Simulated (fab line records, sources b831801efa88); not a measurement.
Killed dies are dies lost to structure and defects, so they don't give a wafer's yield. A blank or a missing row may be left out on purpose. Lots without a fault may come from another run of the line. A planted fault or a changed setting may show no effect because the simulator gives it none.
Which tool did it? | flow sky130 | 24 lots, 72 wafers sampled, at 2 steps of a route of 708

WHAT THE GAUGES READ, wafer by wafer
SKY_VT_ADJUST_HVTR_OVL_MEAS_08. Usual: VT_ADJUST_HVTR_OVL 0.5 nm, standard deviation 1.5.
lot  | measured     | on         | VT_ADJUST_HVTR_OVL (nm) | flag
L074 | day 9 12:40  | overlay-02 | 0.5 0.8 1.1             |
L075 | day 9 21:34  | overlay-02 | 0.6 1.5 1.7             |
L077 | day 10 06:28 | overlay-01 | -1.7 -1.2 -2.7          |
L076 | day 10 07:19 | overlay-02 | 4.4 2.4 3.1             |
L078 | day 10 13:04 | overlay-02 | 1.5 0.7 2.6             |
L079 | day 10 22:22 | overlay-01 | 2.3 1.8 -0.2            |
L080 | day 11 08:58 | overlay-02 | 2.0 0.6 1.8             |
L081 | day 11 11:10 | overlay-01 | -0.4 -0.4 -0.1          |
L082 | day 11 18:00 | overlay-02 | 0.7 1.1 1.0             |
L083 | day 12 01:13 | overlay-01 | 1.1 -0.7 -1.8           |
L084 | day 12 08:49 | overlay-01 | 0.0 0.5 1.9             |
L085 | day 12 13:43 | overlay-02 | 1.1 0.4 1.4             |
L086 | day 12 21:07 | overlay-01 | -0.7 1.7 0.0            |
L087 | day 13 03:46 | overlay-02 | 0.0 0.7 -0.2            |
L088 | day 13 09:04 | overlay-01 | -2.0 -3.4 -1.3          |
L089 | day 13 21:04 | overlay-01 | 1.6 0.3 1.7             |
L090 | day 14 01:04 | overlay-02 | -0.9 0.4 0.2            |
L091 | day 14 09:22 | overlay-01 | 2.6 2.4 1.2             |
L092 | day 14 17:34 | overlay-02 | 1.2 0.5 0.8             |
L093 | day 14 23:37 | overlay-01 | 0.0 0.0 1.2             |
L094 | day 15 19:52 | overlay-01 | -2.1 0.0 -0.8           |
L095 | day 16 16:47 | overlay-02 | -1.3 0.9 -1.3           |
L096 | day 16 18:40 | overlay-02 | 0.5 0.8 0.2             |
L097 | day 16 19:31 | overlay-01 | 4.8 3.0 3.6             |

SKY_SD_P_OVL_MEAS_08. Usual: SD_P_OVL 0.5 nm, standard deviation 1.3.
lot  | measured     | on         | SD_P_OVL (nm)  | flag
L074 | day 25 19:43 | overlay-02 | 0.1 0.4 -0.2   |
L075 | day 26 12:41 | overlay-01 | 0.6 1.6 1.5    |
L077 | day 26 11:47 | overlay-02 | -0.8 -0.3 -1.5 |
L076 | day 26 08:19 | overlay-02 | -0.4 -0.3 -0.3 |
L078 | day 26 13:07 | overlay-02 | -0.3 -1.1 0.1  |
L079 | day 27 10:46 | overlay-02 | 3.3 -0.4 1.2   |
L080 | day 27 18:19 | overlay-02 | 0.4 -2.4 -1.3  |
L081 | day 27 21:32 | overlay-01 | 2.2 0.7 3.4    |
L082 | day 28 05:24 | overlay-01 | 1.8 1.7 1.4    |
L083 | day 28 09:26 | overlay-01 | 0.5 0.1 1.3    |
L084 | day 28 15:57 | overlay-02 | 1.3 0.7 0.8    |
L085 | day 28 23:19 | overlay-02 | 0.5 -0.9 -0.2  |
L086 | day 29 07:28 | overlay-02 | 1.5 1.0 -0.9   |
L087 | day 29 13:04 | overlay-01 | 1.3 0.8 1.2    |
L088 | day 29 18:26 | overlay-01 | -1.3 -0.4 -0.3 |
L089 | day 30 10:33 | overlay-02 | -1.1 -1.7 -0.8 |
L090 | day 30 14:43 | overlay-01 | -1.4 -1.6 -1.6 |
L091 | day 31 01:19 | overlay-01 | 0.5 0.4 1.9    |
L092 | day 31 09:54 | overlay-01 | 3.0 2.9 4.2    |
L093 | day 31 13:45 | overlay-01 | 1.1 1.8 2.2    |
L094 | day 32 10:04 | overlay-02 | 2.7 1.6 1.2    |
L095 | day 33 02:17 | overlay-02 | -0.3 0.0 0.3   |
L096 | day 33 05:04 | overlay-01 | 2.1 2.1 2.2    |
L097 | day 33 04:28 | overlay-01 | -0.5 -0.7 0.3  |

WHICH TOOL RAN EACH LOT (tool, then ch and the chambers of the sampled wafers, then the start)
The record holds no process step before these readings.

WHAT THE TOOLS THEMSELVES READ (means of the sampled wafers that have a number; where no wafer has one, the mark that the record gives instead)
The record holds no such reading with a usual standard deviation.

THE ANSWER, worked out from the rows above alone
Rule: a lot is off if the mean of its wafers that have a number lies more than 3 standard deviations from the usual mean. A lot without any number at a reading at which 4 lots or more have one is off too. The other lots that the step has rows for count as sound. The gauges are gone through in route order, then the tools' own readings, and for those a lot's mean is taken as printed above. The first step at which some lot is off is used, and at that step the reading that is off furthest; a lot without a number counts as furthest.
No lot is off at any reading shown: from this, nothing can be told.

WHAT THE SIMULATOR HAD PUT IN
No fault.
